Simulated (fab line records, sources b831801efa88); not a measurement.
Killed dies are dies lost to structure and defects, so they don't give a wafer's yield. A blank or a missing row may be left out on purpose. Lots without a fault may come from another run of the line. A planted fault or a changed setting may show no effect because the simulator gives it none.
fab line records | flow sky130
record lots=12 wafers=35 last_day=50
route steps=708 shown SD_N@349 LI_CONTACT@374 CONTACT@430 VIA1@461 PAD_OPEN@708
lots that met no fault: from a run of the same line without faults
start_h: hours from the record's first day to the start of the lot's first wafer shown | wait_h: hours since the lot's step before | " the same as in the row above | L1.1+2: a row that stands for several wafers | - no value, or no start given | * or withheld: withheld | < > ~ a bound
route shown NAME@n: a module of which the file shows steps, and the number in the route of the first | usual: mean/standard deviation of fault-free wafers | same: alike in all rows | chamber/n: place in a boat | sites: the reading at each site | _std_site: their standard deviation | _edge_site: outer sites' mean less inner sites' | radius_mm: how far each site lies from the wafer's centre | mask NAME#n: copy n | behind: the tool/chamber that last shaped the wafer | hold: why the lot was held/for how many hours/how that ended | device: the transistor (n, p or np) that didn't switch | end of line: the same wafers' tests at the end of the route | a step without rows: its recipe alone | killed: dies lost to structure and defects at the first sort, not the wafer's yield | map: a wafer's dies, x killed, . not, _ none there
set.NAME: the setting as run; set.NAME@STEP: as run at that earlier step | model.NAME: the simulator's own value behind a step, which no gauge read
steps of the route over a sample of lots; a table a step, a row a wafer
services: from which hour (start_h, from the record's first day; less than 0 if before it) a tool's chamber was out of use, for how many hours, and why
## steps
# step SKY_SD_N_CD_MEAS_07
# recipe target_cd_nm=380
# usual cd_nm=379.9/2.4
# columns lot.wafer tool chamber start_h wait_h cd_nm
L344.4 cd_sem-02 - 643.26 0.1 378.9
L344.5 " - " " 376.4
L344.6 " - " " 378.8
L347.1 cd_sem-02 - 670.45 0.1 379.7
L347.3 " - " " 379.7
L347.5 " - " " 375.9
L348.2 cd_sem-02 - 674.27 0.1 376.0
L348.4 " - " " 377.8
L348.5 " - " " 375.7
L350.1 cd_sem-02 - 700.15 0.1 378.2
L350.3 " - " " 380.3
L350.5 " - " " 380.1
L351.2 cd_sem-01 - 705.37 0.1 382.4
L351.3 " - " " 381.4
L351.4 " - " " 379.5
L359.2 cd_sem-02 - 770.04 0.1 380.6
L359.4 " - " " 378.8
L359.6 " - " " 377.7
L360.5 cd_sem-02 - 776.15 0.1 384.3
L360.6 " - " " 381.7
L361.1 cd_sem-01 - 784.15 0.1 376.8
L361.4 " - " " 377.0
L361.6 " - " " 377.0
L364.1 cd_sem-02 - 805.52 0.1 383.0
L364.3 " - " " 382.8
L364.4 " - " " 379.2
L365.4 cd_sem-02 - 812.68 0.1 380.9
L365.5 " - " " 385.0
L365.6 " - " " 382.9
L366.1 cd_sem-01 - 821.10 0.1 380.4
L366.4 " - " " 380.4
L366.6 " - " " 381.2
L367.1 cd_sem-01 - 823.32 0.1 375.7
L367.4 " - " " 375.2
L367.6 " - " " 376.7
# step SKY_LI_CONTACT_CD_MEAS_12
# recipe target_cd_nm=170
# usual cd_nm=170.8/1.6
# columns lot.wafer tool chamber start_h wait_h cd_nm
L344.4 cd_sem-02 - 672.47 - 170.4
L344.5 " - " " 170.0
L344.6 " - " " 169.7
L347.1 cd_sem-01 - 700.50 - 170.7
L347.3 " - " " 171.9
L347.5 " - " " 171.8
L348.2 cd_sem-01 - 703.67 - 169.0
L348.4 " - " " 170.3
L348.5 " - " " 168.9
L350.1 cd_sem-01 - 729.63 - 171.5
L350.3 " - " " 172.5
L350.5 " - " " 171.3
L351.2 cd_sem-01 - 734.64 - 169.4
L351.3 " - " " 168.6
L351.4 " - " " 168.1
L359.2 cd_sem-01 - 798.39 - 169.4
L359.4 " - " " 170.8
L359.6 " - " " 169.2
L360.5 cd_sem-02 - 804.73 - 173.8
L360.6 " - " " 174.0
L361.1 cd_sem-02 - 812.74 - 171.3
L361.4 " - " " 171.7
L361.6 " - " " 171.8
L364.1 cd_sem-02 - 833.97 - 171.4
L364.3 " - " " 171.0
L364.4 " - " " 170.9
L365.4 cd_sem-01 - 840.76 - 168.0
L365.5 " - " " 167.4
L365.6 " - " " 168.6
L366.1 cd_sem-02 - 849.83 - 172.6
L366.4 " - " " 173.1
L366.6 " - " " 172.9
L367.1 cd_sem-02 - 852.18 - 168.6
L367.4 " - " " 171.0
L367.6 " - " " 170.2
# step SKY_CONTACT_CVD_24
# recipe material=W target_thk_nm=340 time_s=102.12 temp_c=400 pressure_torr=40
# usual heater_power_w=894/86
# columns lot.wafer tool chamber start_h wait_h heater_power_w
L344.4 cvd_w-01 1 731.80 0.1 1015
L344.5 " 0 " " 933
L344.6 " 1 " " 1011
L347.1 cvd_w-02 0 759.87 0.0 840
L347.3 " 1 " " 766
L347.5 " 0 " " 858
L348.2 cvd_w-02 0 761.83 0.0 866
L348.4 " 1 " " 764
L348.5 " 1 " " 739
L350.1 cvd_w-01 0 787.41 0.0 910
L350.3 " 0 " " 905
L350.5 " 0 " " 910
L351.2 cvd_w-01 0 792.56 0.0 890
L351.3 " 0 " " 920
L351.4 " 1 " " 1006
L359.2 cvd_w-02 1 855.05 0.0 775
L359.4 " 1 " " 755
L359.6 " 0 " " 846
L360.5 cvd_w-02 1 862.00 0.1 752
L360.6 " 0 " " 831
L361.1 cvd_w-02 1 868.80 0.0 768
L361.4 " 0 " " 837
L361.6 " 0 " " 867
L364.1 cvd_w-01 0 890.46 0.0 897
L364.3 " 1 " " 989
L364.4 " 0 " " 908
L365.4 cvd_w-01 0 897.15 0.1 910
L365.5 " 0 " " 921
L365.6 " 1 " " 964
L366.1 cvd_w-01 1 905.34 0.0 990
L366.4 " 0 " " 892
L366.6 " 1 " " 996
L367.1 cvd_w-01 0 907.72 0.0 922
L367.4 " 1 " " 997
L367.6 " 0 " " 930
# step SKY_CONTACT_RS_MEAS_25
# recipe thk_meas_gauge=four-point-probe reads=W_of_CONTACT_CVD_24+TiN_of_CONTACT_SPUTTER_23
# usual CONTACT_W_RS=0.340/0.0032
# columns lot.wafer tool chamber start_h wait_h CONTACT_W_RS[ohm/sq]
L344.4 film_metro-02 - 731.93 0.1 0.343
L344.5 " - " " 0.337
L344.6 " - " " 0.342
L347.1 film_metro-04 - 759.98 0.1 0.333
L347.3 " - " " 0.337
L347.5 " - " " 0.332
L348.2 film_metro-04 - 761.96 0.1 0.335
L348.4 " - " " 0.336
L348.5 " - " " 0.337
L350.1 film_metro-01 - 787.52 0.1 0.336
L350.3 " - " " 0.339
L350.5 " - " " 0.340
L351.2 film_metro-01 - 792.69 0.1 0.335
L351.3 " - " " 0.339
L351.4 " - " " 0.336
L359.2 film_metro-02 - 855.18 0.1 0.339
L359.4 " - " " 0.379
L359.6 " - " " 0.384
L360.5 film_metro-04 - 862.12 0.1 0.341
L360.6 " - " " 0.379
L361.1 film_metro-02 - 868.91 0.1 0.340
L361.4 " - " " 0.384
L361.6 " - " " 0.378
L364.1 film_metro-02 - 890.57 0.1 0.340
L364.3 " - " " 0.342
L364.4 " - " " 0.339
L365.4 film_metro-02 - 897.28 0.1 0.340
L365.5 " - " " 0.347
L365.6 " - " " 0.343
L366.1 film_metro-01 - 905.45 0.1 0.346
L366.4 " - " " 0.339
L366.6 " - " " 0.345
L367.1 film_metro-01 - 907.83 0.1 0.342
L367.4 " - " " 0.342
L367.6 " - " " 0.339
# step SKY_CONTACT_THK_MEAS_26
# recipe thk_meas_gauge=xrf reads=W_of_CONTACT_CVD_24
# usual CONTACT_W_THK=336/5.2
# columns lot.wafer tool chamber start_h wait_h CONTACT_W_THK[nm]
L344.4 film_metro-02 - 732.02 0.1 337
L344.5 " - " " 342
L344.6 " - " " 338
L347.1 film_metro-04 - 760.10 0.1 345
L347.3 " - " " 338
L347.5 " - " " 345
L348.2 film_metro-04 - 762.07 0.1 341
L348.4 " - " " 342
L348.5 " - " " 343
L350.1 film_metro-01 - 787.64 0.1 334
L350.3 " - " " 331
L350.5 " - " " 330
L351.2 film_metro-01 - 792.80 0.1 330
L351.3 " - " " 326
L351.4 " - " " 327
L359.2 film_metro-02 - 855.29 0.1 339
L359.4 " - " " 304
L359.6 " - " " 299
L360.5 film_metro-04 - 862.20 0.1 337
L360.6 " - " " 303
L361.1 film_metro-02 - 869.03 0.1 340
L361.4 " - " " 300
L361.6 " - " " 305
L364.1 film_metro-02 - 890.69 0.1 337
L364.3 " - " " 337
L364.4 " - " " 337
L365.4 film_metro-02 - 897.37 0.1 337
L365.5 " - " " 330
L365.6 " - " " 337
L366.1 film_metro-01 - 905.57 0.1 330
L366.4 " - " " 333
L366.6 " - " " 327
L367.1 film_metro-01 - 907.95 0.1 330
L367.4 " - " " 332
L367.6 " - " " 334
# step SKY_CONTACT_CMP_27
# recipe stop_on=SiO2 t_overpolish_s=15 down_force_psi=3.5 platen_rpm=60 target_thk_nm=0 pad_velocity_m_s=0.94248
# usual motor_current_A=11.5/1 retaining_ring_pressure_frac=1.000/0.0051 time_to_endpoint_s=81/3.2
# columns lot.wafer tool chamber start_h wait_h motor_current_A retaining_ring_pressure_frac time_to_endpoint_s
L344.4 cmp-01 2 732.10 0.1 11.3 1.003 85
L344.5 " 1 " " 12.0 1.001 84
L344.6 " 2 " " 10.7 0.997 85
L347.1 cmp-01 2 760.16 0.1 10.5 0.998 81
L347.3 " 1 " " 11.9 0.997 79
L347.5 " 3 " " 11.4 0.997 83
L348.2 cmp-02 0 762.17 0.1 10.4 1.003 83
L348.4 " 1 " " 10.2 0.998 84
L348.5 " 0 " " 10.1 0.994 82
L350.3 cmp-01 2 787.70 0.0 10.9 1.002 81
L350.1 " 1 " " 12.0 1.006 76
L350.5 " 2 " " 10.6 1.006 79
L351.2 cmp-02 3 792.85 0.0 12.2 0.997 78
L351.3 " 0 " " 9.6 0.998 76
L351.4 " 1 " " 10.3 0.994 82
L359.4 cmp-01 2 855.44 0.1 10.2 1.008 72
L359.2 " 3 " " 12.1 0.999 80
L359.6 " 0 " " 12.4 0.994 73
L360.5 cmp-02 2 862.42 0.2 13.5 1.002 85
L360.6 " 3 " " 11.9 0.998 73
L361.4 cmp-01 2 869.14 0.1 11.6 1.002 73
L361.1 " 0 " " 12.2 0.991 78
L361.6 " 2 " " 10.4 0.997 71
L364.3 cmp-02 2 890.75 0.0 12.7 1.005 90
L364.1 " 3 " " 12.0 1.006 86
L364.4 " 1 " " 10.2 1.005 85
L365.4 cmp-02 1 897.55 0.2 11.2 1.003 87
L365.5 " 2 " " 13.1 0.998 86
L365.6 " 3 " " 11.6 1.013 84
L366.1 cmp-02 2 905.68 0.1 12.8 1.005 83
L366.4 " 0 " " 9.9 0.996 82
L366.6 " 2 " " 13.6 0.999 86
L367.4 cmp-01 1 908.11 0.1 11.9 1.000 77
L367.1 " 2 " " 10.3 1.007 82
L367.6 " 0 " " 13.0 1.002 85
# step SKY_VIA1_BOW_MEAS_03
# recipe mode=bow
# usual VIA1_BOW=80/6.8
# columns lot.wafer tool chamber start_h wait_h VIA1_BOW[um]
L344.4 film_metro-03 - 761.71 0.3 93
L344.5 " - " " 99
L344.6 " - " " 84
L347.1 film_metro-03 - 789.42 0.1 72
L347.3 " - " " 76
L347.5 " - " " 79
L348.2 film_metro-01 - 791.67 0.2 65
L348.4 " - " " 76
L348.5 " - " " 81
L350.1 film_metro-04 - 815.66 0.1 78
L350.3 " - " " 87
L350.5 " - " " 73
L351.2 film_metro-04 - 821.57 0.3 75
L351.3 " - " " 73
L351.4 " - " " 88
L359.2 film_metro-04 - 882.88 0.2 87
L359.4 " - " " 77
L359.6 " - " " 70
L360.5 film_metro-04 - 889.91 0.1 85
L360.6 " - " " 83
L361.1 film_metro-04 - 896.33 0.1 85
L361.4 " - " " 83
L361.6 " - " " 83
L364.1 film_metro-04 - 917.62 0.1 85
L364.3 " - " " 88
L364.4 " - " " 74
L365.4 film_metro-03 - 925.18 0.2 78
L365.5 " - " " 85
L365.6 " - " " 94
L366.1 film_metro-04 - 932.33 0.1 75
L366.4 " - " " 79
L366.6 " - " " 71
L367.1 film_metro-03 - 934.92 0.1 75
L367.4 " - " " 80
L367.6 " - " " 90
# step SKY_PAD_OPEN_PROBE_99
# usual killed_at_M0_to_M3=42/7.3 killed_at_M4_up=3.2/1.8 killed_at_contacts=25/5.2 killed_at_front_end=15/4.6 killed_at_other=0.3/0.62 killed_dies=85/9.9 killed_open=46/7.1 killed_short=38/5.7
# same gross_dies=492 killed_at_back_side=0
# columns lot.wafer tool chamber start_h wait_h killed_at_M0_to_M3 killed_at_M4_up killed_at_contacts killed_at_front_end killed_at_other killed_dies killed_open killed_short
L360.6 prober-02 - 1168.97 0.2 47 7 18 8 0 80 46 34
L361.1 prober-01 - 1173.78 0.1 36 3 28 21 0 88 50 38
L361.4 prober-01 - 1173.93 0.2 50 7 25 11 0 93 51 42
# killed by level:class
L360.6 VIA1:geometric_particle:open=14 CONTACT:geometric_particle:open=9 VIA3:geometric_particle:open=8 VIA2:geometric_particle:open=6 METAL1:geometric_particle:short=5 METAL4:geometric_particle:short=4 CONTACT:geometric_particle:short=4 VIA1:geometric_particle:short=4
L361.1 CONTACT:geometric_particle:open=11 LI_CONTACT:geometric_particle:open=7 VIA1:geometric_particle:open=7 POLY_GATE:geometric_particle:open=5 POLY_GATE:geometric_particle:short=5 CONTACT:geometric_particle:short=5 METAL2:geometric_particle:short=5 VIA3:geometric_particle:open=5
L361.4 VIA1:geometric_particle:open=12 CONTACT:geometric_particle:open=10 METAL1:geometric_particle:short=10 LI_CONTACT:geometric_particle:open=8 FIELD_ISO:geometric_particle:open=6 VIA3:geometric_particle:open=6 METAL4:geometric_particle:short=6 LOCAL_INTERCONNECT:geometric_particle:short=5
## services
# columns tool chamber start_h hours kind
cvd_w-01 - 708.46 1.1 repair
cmp-01 - 747.54 4.0 pm
cmp-01 - 751.54 - consumable_replace:conditioner
cmp-01 - 751.54 - consumable_replace:pad
cmp-02 - 755.75 0.5 repair
cvd_w-02 - 763.19 2.1 repair
cmp-01 - 772.49 3.1 pm
cmp-02 - 773.42 0.5 repair
cvd_w-01 - 784.96 0.7 repair
cmp-02 - 799.78 2.7 repair
cvd_w-01 - 801.45 3.0 repair
cmp-02 - 824.61 0.4 repair
cmp-02 - 826.13 1.7 repair
cmp-01 - 840.58 1.3 repair
cmp-01 - 840.75 2.0 repair
cmp-02 - 858.63 2.8 repair
cvd_w-02 1 878.18 4.8 repair
cmp-02 - 879.40 0.7 repair
cmp-02 - 885.99 1.0 repair
cvd_w-02 - 904.12 14.0 pm
cvd_w-02 0 904.12 14.0 vent_cycle
cvd_w-02 1 904.12 14.0 vent_cycle
cvd_w-01 - 905.72 0.9 repair
cvd_w-01 0 908.10 5.6 repair
## key
first_sign step=SKY_CONTACT_RS_MEAS_25 reading=CONTACT_W_RS direction=up sigmas=13 usual=0.340 struck=0.381
effect step=SKY_CONTACT_THK_MEAS_26 reading=CONTACT_W_THK direction=down sigmas=6.5 usual=336 struck=302
effect step=SKY_CONTACT_CMP_27 reading=time_to_endpoint_s direction=down sigmas=2.9 usual=* struck=*
met_at SKY_CONTACT_CVD_24
struck_lots L359,L360,L361
struck_wafers L359.4,L359.6,L360.6,L361.4,L361.6
tester_left_out L359,L360,L361
not_acting_at SKY_SD_N_CD_MEAS_07,SKY_LI_CONTACT_CD_MEAS_12,SKY_VIA1_BOW_MEAS_03
onset_between 761.83 855.05
fault kind=process_parameter_drift tool=cvd_w-02 chamber=- onset_h=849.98 steps=SKY_CONTACT_CVD_24 channel=target_thk_nm offset=-36.081 shape=step end_h=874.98 scope=struck_wafers_only acts_in=these_recipes_only stated=340
# tester_left_out: of these lots the tester's yield and bins aren't shown, on N5 and GAA mostly nor the transistor test; their killed dies are dies lost to structure and defects alone, not to doping, threshold or leakage, so they don't give the yield
